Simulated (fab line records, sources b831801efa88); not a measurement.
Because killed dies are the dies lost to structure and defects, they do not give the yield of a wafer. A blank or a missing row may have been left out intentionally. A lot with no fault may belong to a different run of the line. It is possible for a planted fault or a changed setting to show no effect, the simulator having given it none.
The tool behind it: which one? || flow gf180mcu || 15 lots with 43 wafers sampled at 4 steps, on a route of 602 steps

## WHAT THE GAUGES SHOWED, per wafer
GF_V1_OVL_MEAS_15.
{"lot": "L331", "measured": "day 18 03:58", "on": "overlay-01", "V1_OVL (nm)": "10 7"}
{"lot": "L332", "measured": "day 18 12:32", "on": "overlay-02", "V1_OVL (nm)": "-5 3 -2"}
{"lot": "L333", "measured": "day 19 01:02", "on": "overlay-01", "V1_OVL (nm)": "1 6 7"}
{"lot": "L335", "measured": "day 19 14:38", "on": "overlay-01", "V1_OVL (nm)": "-2 1 -3"}
{"lot": "L336", "measured": "day 20 01:07", "on": "overlay-02", "V1_OVL (nm)": "0 -5 -1"}
{"lot": "L337", "measured": "day 20 12:46", "on": "overlay-01", "V1_OVL (nm)": "2 -3 3"}
{"lot": "L338", "measured": "day 21 05:14", "on": "overlay-01", "V1_OVL (nm)": "11 -1 3"}
{"lot": "L339", "measured": "day 21 03:36", "on": "overlay-02", "V1_OVL (nm)": "4 5 11"}
{"lot": "L340", "measured": "day 21 12:52", "on": "overlay-01", "V1_OVL (nm)": "-12 -1 6"}
{"lot": "L343", "measured": "day 22 19:17", "on": "overlay-01", "V1_OVL (nm)": "-1 -2 4"}
{"lot": "L348", "measured": "day 24 07:08", "on": "overlay-02", "V1_OVL (nm)": "-7 -5 -5"}
{"lot": "L349", "measured": "day 24 15:02", "on": "overlay-01", "V1_OVL (nm)": "7 -2 2"}
{"lot": "L350", "measured": "day 24 22:05", "on": "overlay-01", "V1_OVL (nm)": "-4 -5 -1"}
{"lot": "L351", "measured": "day 25 06:44", "on": "overlay-02", "V1_OVL (nm)": "0 1"}
{"lot": "L354", "measured": "day 26 02:38", "on": "overlay-01", "V1_OVL (nm)": "0 -1 0"}

GF_M3_OVL_MEAS_15.
{"lot": "L331", "measured": "day 21 09:05", "on": "overlay-02", "M3_OVL (nm)": "7 6"}
{"lot": "L332", "measured": "day 21 17:47", "on": "overlay-01", "M3_OVL (nm)": "-6 3 2"}
{"lot": "L333", "measured": "day 22 04:54", "on": "overlay-02", "M3_OVL (nm)": "5 -5 13"}
{"lot": "L335", "measured": "day 22 20:11", "on": "overlay-01", "M3_OVL (nm)": "3 8 8"}
{"lot": "L336", "measured": "day 23 04:14", "on": "overlay-02", "M3_OVL (nm)": "7 15 7"}
{"lot": "L337", "measured": "day 23 16:20", "on": "overlay-01", "M3_OVL (nm)": "5 2 -2"}
{"lot": "L338", "measured": "day 24 07:47", "on": "overlay-01", "M3_OVL (nm)": "5 -4 -2"}
{"lot": "L339", "measured": "day 24 06:11", "on": "overlay-02", "M3_OVL (nm)": "2 -2 -3"}
{"lot": "L340", "measured": "day 24 15:38", "on": "overlay-02", "M3_OVL (nm)": "6 -2 8"}
{"lot": "L343", "measured": "day 25 18:41", "on": "overlay-01", "M3_OVL (nm)": "4 8 15"}
{"lot": "L348", "measured": "day 27 05:05", "on": "overlay-02", "M3_OVL (nm)": "14 14 6"}
{"lot": "L349", "measured": "day 27 10:48", "on": "overlay-02", "M3_OVL (nm)": "3 -12 5"}
{"lot": "L350", "measured": "day 27 17:26", "on": "overlay-01", "M3_OVL (nm)": "2 7 6"}
{"lot": "L351", "measured": "day 28 01:05", "on": "overlay-01", "M3_OVL (nm)": "0 4"}
{"lot": "L354", "measured": "day 28 19:41", "on": "overlay-01", "M3_OVL (nm)": "0 4 13"}

## WHICH TOOL RAN EACH LOT (tool, then ch and the chambers of the sampled wafers, then the start)
{"lot": "L331", "GF_LVPWELL_EXPOSE_04": "iline stepper-01 ch 0, day 3 14:07", "GF_V2_SPUTTER_22": "pvd sputter-03, day 20 07:44"}
{"lot": "L332", "GF_LVPWELL_EXPOSE_04": "iline stepper-01 ch 0, day 3 20:18", "GF_V2_SPUTTER_22": "pvd sputter-02, day 20 16:26"}
{"lot": "L333", "GF_LVPWELL_EXPOSE_04": "iline stepper-01 ch 0, day 4 01:42", "GF_V2_SPUTTER_22": "pvd sputter-02, day 21 04:36"}
{"lot": "L335", "GF_LVPWELL_EXPOSE_04": "iline stepper-02 ch 0, day 4 14:02", "GF_V2_SPUTTER_22": "pvd sputter-03, day 21 19:08"}
{"lot": "L336", "GF_LVPWELL_EXPOSE_04": "iline stepper-02 ch 0, day 4 18:25", "GF_V2_SPUTTER_22": "pvd sputter-02, day 22 03:35"}
{"lot": "L337", "GF_LVPWELL_EXPOSE_04": "iline stepper-02 ch 0, day 5 00:40", "GF_V2_SPUTTER_22": "pvd sputter-02, day 22 16:05"}
{"lot": "L338", "GF_LVPWELL_EXPOSE_04": "iline stepper-01 ch 0, day 5 05:42", "GF_V2_SPUTTER_22": "pvd sputter-01, day 23 08:26"}
{"lot": "L339", "GF_LVPWELL_EXPOSE_04": "iline stepper-02 ch 0, day 5 09:46", "GF_V2_SPUTTER_22": "pvd sputter-01, day 23 07:11"}
{"lot": "L340", "GF_LVPWELL_EXPOSE_04": "iline stepper-01 ch 0, day 5 17:18", "GF_V2_SPUTTER_22": "pvd sputter-02, day 23 16:31"}
{"lot": "L343", "GF_LVPWELL_EXPOSE_04": "iline stepper-01 ch 0, day 6 10:04", "GF_V2_SPUTTER_22": "pvd sputter-03, day 24 20:14"}
{"lot": "L348", "GF_LVPWELL_EXPOSE_04": "iline stepper-02, day 7 12:57", "GF_V2_SPUTTER_22": "pvd sputter-01, day 26 07:02"}
{"lot": "L349", "GF_LVPWELL_EXPOSE_04": "iline stepper-01, day 7 19:18", "GF_V2_SPUTTER_22": "pvd sputter-01, day 26 13:21"}
{"lot": "L350", "GF_LVPWELL_EXPOSE_04": "iline stepper-01, day 8 00:31", "GF_V2_SPUTTER_22": "pvd sputter-01, day 26 20:29"}
{"lot": "L351", "GF_LVPWELL_EXPOSE_04": "iline stepper-01 ch 0, day 8 04:01", "GF_V2_SPUTTER_22": "pvd sputter-01, day 27 03:47"}
{"lot": "L354", "GF_LVPWELL_EXPOSE_04": "iline stepper-01 ch 0, day 8 21:13", "GF_V2_SPUTTER_22": "pvd sputter-01, day 27 23:22"}
- GF_LVPWELL_EXPOSE_04: exposes mask LVPWELL, target cd 600 nm.
- GF_V2_SPUTTER_22: material TiN, target thk 10 nm, time 40 s.

## WHAT THE TOOLS THEMSELVES READ (means of the sampled wafers that have a number; where no wafer has one, the mark that the record gives instead)
GF_LVPWELL_EXPOSE_04.
{"lot": "L331", "tool": "iline stepper-01", "exposure dose mJ cm2": 255.53, "focus offset nm (nm)": 0.1}
{"lot": "L332", "tool": "iline stepper-01", "exposure dose mJ cm2": 255.62, "focus offset nm (nm)": -0.2}
{"lot": "L333", "tool": "iline stepper-01", "exposure dose mJ cm2": 256.05, "focus offset nm (nm)": 0.6}
{"lot": "L335", "tool": "iline stepper-02", "exposure dose mJ cm2": 256.02, "focus offset nm (nm)": 0.3}
{"lot": "L336", "tool": "iline stepper-02", "exposure dose mJ cm2": 255.45, "focus offset nm (nm)": 0.3}
{"lot": "L337", "tool": "iline stepper-02", "exposure dose mJ cm2": 255.17, "focus offset nm (nm)": 0.0}
{"lot": "L338", "tool": "iline stepper-01", "exposure dose mJ cm2": 255.78, "focus offset nm (nm)": -0.9}
{"lot": "L339", "tool": "iline stepper-02", "exposure dose mJ cm2": 256.02, "focus offset nm (nm)": -0.2}
{"lot": "L340", "tool": "iline stepper-01", "exposure dose mJ cm2": 255.51, "focus offset nm (nm)": 0.3}
{"lot": "L343", "tool": "iline stepper-01", "exposure dose mJ cm2": 256.02, "focus offset nm (nm)": 0.0}
{"lot": "L348", "tool": "iline stepper-02", "exposure dose mJ cm2": "-", "focus offset nm (nm)": "-"}
{"lot": "L349", "tool": "iline stepper-01", "exposure dose mJ cm2": "-", "focus offset nm (nm)": "-"}
{"lot": "L350", "tool": "iline stepper-01", "exposure dose mJ cm2": "-", "focus offset nm (nm)": "-"}
{"lot": "L351", "tool": "iline stepper-01", "exposure dose mJ cm2": 255.60, "focus offset nm (nm)": -0.2}
{"lot": "L354", "tool": "iline stepper-01", "exposure dose mJ cm2": 255.62, "focus offset nm (nm)": -0.1}

GF_V2_SPUTTER_22.
{"lot": "L331", "tool": "pvd sputter-03", "throttle valve pct (%)": 30.0}
{"lot": "L332", "tool": "pvd sputter-02", "throttle valve pct (%)": 29.5}
{"lot": "L333", "tool": "pvd sputter-02", "throttle valve pct (%)": 29.7}
{"lot": "L335", "tool": "pvd sputter-03", "throttle valve pct (%)": 29.2}
{"lot": "L336", "tool": "pvd sputter-02", "throttle valve pct (%)": 29.4}
{"lot": "L337", "tool": "pvd sputter-02", "throttle valve pct (%)": 29.6}
{"lot": "L338", "tool": "pvd sputter-01", "throttle valve pct (%)": 28.4}
{"lot": "L339", "tool": "pvd sputter-01", "throttle valve pct (%)": 29.3}
{"lot": "L340", "tool": "pvd sputter-02", "throttle valve pct (%)": 29.3}
{"lot": "L343", "tool": "pvd sputter-03", "throttle valve pct (%)": 29.4}
{"lot": "L348", "tool": "pvd sputter-01", "throttle valve pct (%)": 30.0}
{"lot": "L349", "tool": "pvd sputter-01", "throttle valve pct (%)": 30.0}
{"lot": "L350", "tool": "pvd sputter-01", "throttle valve pct (%)": 29.3}
{"lot": "L351", "tool": "pvd sputter-01", "throttle valve pct (%)": 30.1}
{"lot": "L354", "tool": "pvd sputter-01", "throttle valve pct (%)": 30.5}

## THE ANSWER, worked out from the rows above alone
Rule: the lots themselves supply what counts as usual. Put in order of their means at a reading, lots are off if they are a third of the lots or fewer, leave a main group of 4 or more, and stand apart from it by a gap of 3 or more times the standard deviation of the main group's means; of several such gaps the widest counts. Not used: any main group whose means are identical at the precision the tables above print for the reading. A lot without any number at a reading at which 4 lots or more have one is off too. Where the step has rows for the other lots, those lots are counted as sound. After the gauges, taken in route order, come the tools' own readings; for these a lot's mean is taken, as printed above. The first step at which some lot is off is used, and at that step the reading that is off furthest; a lot without a number counts as furthest.
Off: L348, L349, L350 (GF_LVPWELL_EXPOSE_04, exposure dose mJ cm2). Without a number there: L348, L349, L350. Mean 255.70 and standard deviation 0.27 in the main group.
A tool fits if, at that step or a process step before it, it ran every lot that is off, and no sound lot after the first of them. Not one of the candidates tried fits.

## WHAT WAS PUT IN BY THE SIMULATOR
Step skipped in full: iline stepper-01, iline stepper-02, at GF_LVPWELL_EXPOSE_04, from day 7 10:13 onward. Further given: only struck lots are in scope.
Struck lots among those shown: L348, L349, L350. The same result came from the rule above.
